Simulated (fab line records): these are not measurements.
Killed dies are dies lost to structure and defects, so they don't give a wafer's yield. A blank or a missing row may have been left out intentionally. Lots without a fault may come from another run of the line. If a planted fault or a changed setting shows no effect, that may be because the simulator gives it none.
The tool behind it: which one? + flow gf180mcu + 15 lots, 45 wafers sampled, at 5 steps of a route of 602

## WHAT THE GAUGES READ, wafer by wafer
GF_V3_CD_MEAS_14: target cd 260 nm.
| lot  | measured     | on       | cdNm (nm)         |
|------|--------------|----------|-------------------|
| L322 | day 22 03:29 | cdSem-02 | 261.5 260.2 260.5 |
| L323 | day 22 12:37 | cdSem-02 | 259.5 257.7 256.8 |
| L324 | day 22 20:37 | cdSem-02 | 261.4 260.5 260.2 |
| L325 | day 23 16:01 | cdSem-02 | 257.3 257.0 257.3 |
| L326 | day 23 22:48 | cdSem-02 | 260.0 260.7 260.6 |
| L329 | day 24 15:38 | cdSem-02 | 260.1 259.6 258.7 |
| L330 | day 25 10:26 | cdSem-02 | 259.1 259.2 259.2 |
| L331 | day 25 11:14 | cdSem-02 | 260.8 259.6 259.7 |
| L338 | day 27 23:27 | cdSem-01 | 260.7 261.8 260.4 |
| L340 | day 28 17:23 | cdSem-02 | 259.5 260.0 260.0 |
| L341 | day 28 17:35 | cdSem-02 | 261.6 260.5 261.3 |
| L342 | day 29 00:26 | cdSem-01 | 260.4 260.1 258.8 |
| L343 | day 29 05:37 | cdSem-02 | 259.5 259.7 259.7 |
| L344 | day 29 09:29 | cdSem-01 | 262.6 262.2 260.0 |
| L345 | day 29 17:19 | cdSem-01 | 260.5 259.9 260.2 |

GF_M4_THK_MEAS_06: measures by xrf.
| lot  | measured     | on           | M4_ALCU_THK (nm) |
|------|--------------|--------------|------------------|
| L322 | day 22 05:20 | filmMetro-02 | 458 455 457      |
| L323 | day 22 14:28 | filmMetro-01 | 464 468 465      |
| L324 | day 22 22:28 | filmMetro-01 | 466 458 461      |
| L325 | day 23 17:52 | filmMetro-02 | 459 457 460      |
| L326 | day 24 00:39 | filmMetro-04 | 458 450 461      |
| L329 | day 24 17:28 | filmMetro-01 | 507 508 508      |
| L330 | day 25 12:16 | filmMetro-01 | 509 516 511      |
| L331 | day 25 13:32 | filmMetro-01 | 515 519 519      |
| L338 | day 28 01:17 | filmMetro-01 | 467 467 466      |
| L340 | day 28 19:20 | filmMetro-04 | 463 452 457      |
| L341 | day 28 19:26 | filmMetro-02 | 469 460 462      |
| L342 | day 29 02:23 | filmMetro-01 | 462 467 464      |
| L343 | day 29 07:31 | filmMetro-04 | 467 467 465      |
| L344 | day 29 11:25 | filmMetro-04 | 466 463 459      |
| L345 | day 29 19:26 | filmMetro-01 | 467 455 465      |

GF_M4_CD_MEAS_14: target cd 280 nm.
| lot  | measured     | on       | cdNm (nm)         |
|------|--------------|----------|-------------------|
| L322 | day 23 04:25 | cdSem-02 | 279.9 280.9 279.3 |
| L323 | day 23 12:31 | cdSem-02 | 277.3 278.4 277.8 |
| L324 | day 23 20:50 | cdSem-02 | 280.8 282.6 281.1 |
| L325 | day 24 15:46 | cdSem-02 | 279.2 279.5 279.7 |
| L326 | day 24 22:33 | cdSem-02 | 280.8 281.2 282.3 |
| L329 | day 25 15:00 | cdSem-02 | 281.1 280.8 281.5 |
| L330 | day 26 08:46 | cdSem-02 | 281.1 280.2 280.9 |
| L331 | day 26 09:47 | cdSem-02 | 279.8 278.7 277.8 |
| L338 | day 28 20:53 | cdSem-01 | 279.5 278.3 278.7 |
| L340 | day 29 14:00 | cdSem-02 | 280.7 280.8 281.5 |
| L341 | day 29 14:07 | cdSem-01 | 279.4 279.3 279.7 |
| L342 | day 29 20:44 | cdSem-02 | 278.0 278.5 279.3 |
| L343 | day 30 02:20 | cdSem-02 | 282.2 281.5 281.7 |
| L344 | day 30 05:49 | cdSem-02 | 281.7 280.9 281.3 |
| L345 | day 30 13:23 | cdSem-02 | 280.3 279.5 280.2 |

## EACH LOT AND THE TOOL THAT RAN IT (in order: tool; ch and the chambers of the sampled wafers; start)
| lot  | GF_M4_SPUTTER_00            | GF_M4_SPUTTER_04            |
|------|-----------------------------|-----------------------------|
| L322 | pvdSputter-02, day 22 04:59 | pvdSputter-02, day 22 05:11 |
| L323 | pvdSputter-03, day 22 14:07 | pvdSputter-03, day 22 14:18 |
| L324 | pvdSputter-01, day 22 22:08 | pvdSputter-01, day 22 22:19 |
| L325 | pvdSputter-01, day 23 17:31 | pvdSputter-01, day 23 17:42 |
| L326 | pvdSputter-03, day 24 00:18 | pvdSputter-03, day 24 00:29 |
| L329 | pvdSputter-03, day 24 17:07 | pvdSputter-03, day 24 17:18 |
| L330 | pvdSputter-03, day 25 11:54 | pvdSputter-03, day 25 12:05 |
| L331 | pvdSputter-02, day 25 13:11 | pvdSputter-02, day 25 13:22 |
| L338 | pvdSputter-01, day 28 00:56 | pvdSputter-01, day 28 01:07 |
| L340 | pvdSputter-02, day 28 18:59 | pvdSputter-02, day 28 19:10 |
| L341 | pvdSputter-03, day 28 19:05 | pvdSputter-03, day 28 19:16 |
| L342 | pvdSputter-03, day 29 02:02 | pvdSputter-03, day 29 02:13 |
| L343 | pvdSputter-01, day 29 07:10 | pvdSputter-01, day 29 07:21 |
| L344 | pvdSputter-01, day 29 11:04 | pvdSputter-01, day 29 11:15 |
| L345 | pvdSputter-02, day 29 19:05 | pvdSputter-02, day 29 19:16 |
- GF_M4_SPUTTER_00: material Ti, target thk 37.5 nm, time 150 s.
- GF_M4_SPUTTER_04: material TiN, target thk 50 nm, time 41.7 s.

## WHAT THE TOOLS THEMSELVES READ (means of the sampled wafers that have a number; where no wafer has one, the mark that the record gives instead)
GF_M4_SPUTTER_00.
| lot  | tool          | cathodeDcPowerW (W) | chamberPressurePa (Pa) | throttleValvePct (%) |
|------|---------------|---------------------|------------------------|----------------------|
| L322 | pvdSputter-02 | 4000.5              | 2.001                  | 30.5                 |
| L323 | pvdSputter-03 | 4000.2              | 2.003                  | 29.9                 |
| L324 | pvdSputter-01 | 4000.2              | 2.000                  | 30.5                 |
| L325 | pvdSputter-01 | 3999.7              | 2.000                  | 31.1                 |
| L326 | pvdSputter-03 | 4000.2              | 2.002                  | 30.3                 |
| L329 | pvdSputter-03 | 4001.3              | 1.993                  | 30.4                 |
| L330 | pvdSputter-03 | 3999.6              | 2.001                  | 30.3                 |
| L331 | pvdSputter-02 | 4000.1              | 2.000                  | 30.0                 |
| L338 | pvdSputter-01 | 4000.2              | 1.998                  | 31.1                 |
| L340 | pvdSputter-02 | 3999.7              | 2.001                  | 30.2                 |
| L341 | pvdSputter-03 | 4000.2              | 2.000                  | 30.0                 |
| L342 | pvdSputter-03 | 4000.5              | 2.004                  | 30.5                 |
| L343 | pvdSputter-01 | 3999.7              | 1.994                  | 30.2                 |
| L344 | pvdSputter-01 | 4000.4              | 2.000                  | 30.4                 |
| L345 | pvdSputter-02 | 3999.5              | 2.000                  | 30.5                 |

GF_M4_SPUTTER_04.
| lot  | tool          | cathodeDcPowerW (W) | chamberPressurePa (Pa) | throttleValvePct (%) |
|------|---------------|---------------------|------------------------|----------------------|
| L322 | pvdSputter-02 | 6500.6              | 0.4003                 | 30.3                 |
| L323 | pvdSputter-03 | 6499.5              | 0.4013                 | 30.0                 |
| L324 | pvdSputter-01 | 6500.5              | 0.4005                 | 30.3                 |
| L325 | pvdSputter-01 | 6501.1              | 0.4003                 | 31.2                 |
| L326 | pvdSputter-03 | 6499.9              | 0.3993                 | 30.3                 |
| L329 | pvdSputter-03 | -                   | -                      | -                    |
| L330 | pvdSputter-03 | -                   | -                      | -                    |
| L331 | pvdSputter-02 | -                   | -                      | -                    |
| L338 | pvdSputter-01 | 6500.0              | 0.4002                 | 31.0                 |
| L340 | pvdSputter-02 | 6499.5              | 0.4003                 | 30.3                 |
| L341 | pvdSputter-03 | 6500.1              | 0.3997                 | 30.2                 |
| L342 | pvdSputter-03 | 6499.6              | 0.3993                 | 30.7                 |
| L343 | pvdSputter-01 | 6501.5              | 0.4005                 | 30.3                 |
| L344 | pvdSputter-01 | 6500.1              | 0.4004                 | 30.5                 |
| L345 | pvdSputter-02 | 6499.2              | 0.3996                 | 30.4                 |

## THE ANSWER, worked out from the rows above alone
Rule: the lots themselves supply what counts as usual. Put in order of their means at a reading, lots are off if they are a third of the lots or fewer, leave a main group of 4 or more, and stand apart from it by a gap of 3 or more times the standard deviation of the main group's means; of several such gaps the widest counts. Not used: any main group whose means are identical at the precision the tables above print for the reading. A lot without any number at a reading at which 4 lots or more have one is off too. All remaining lots with rows at the step are treated as sound. After the gauges, taken in route order, come the tools' own readings; for these a lot's mean is taken, as printed above. The first step at which some lot is off is used, and at that step the reading that is off furthest; a lot without a number counts as furthest.
Off: at GF_M4_THK_MEAS_06 (M4_ALCU_THK), L329, L330, L331. Main group: mean 462 nm, sd 3.6.
A tool fits if, at a process step before that reading, it ran every lot that is off, and no sound lot after the first of them. The gauges at GF_M4_THK_MEAS_06 aren't tried: what is off there is off at GF_M4_SPUTTER_04 too, on other tools, and a gauge's error can't cause that. Of those tried, none fits.

## WHAT HAD BEEN PUT IN BY THE SIMULATOR
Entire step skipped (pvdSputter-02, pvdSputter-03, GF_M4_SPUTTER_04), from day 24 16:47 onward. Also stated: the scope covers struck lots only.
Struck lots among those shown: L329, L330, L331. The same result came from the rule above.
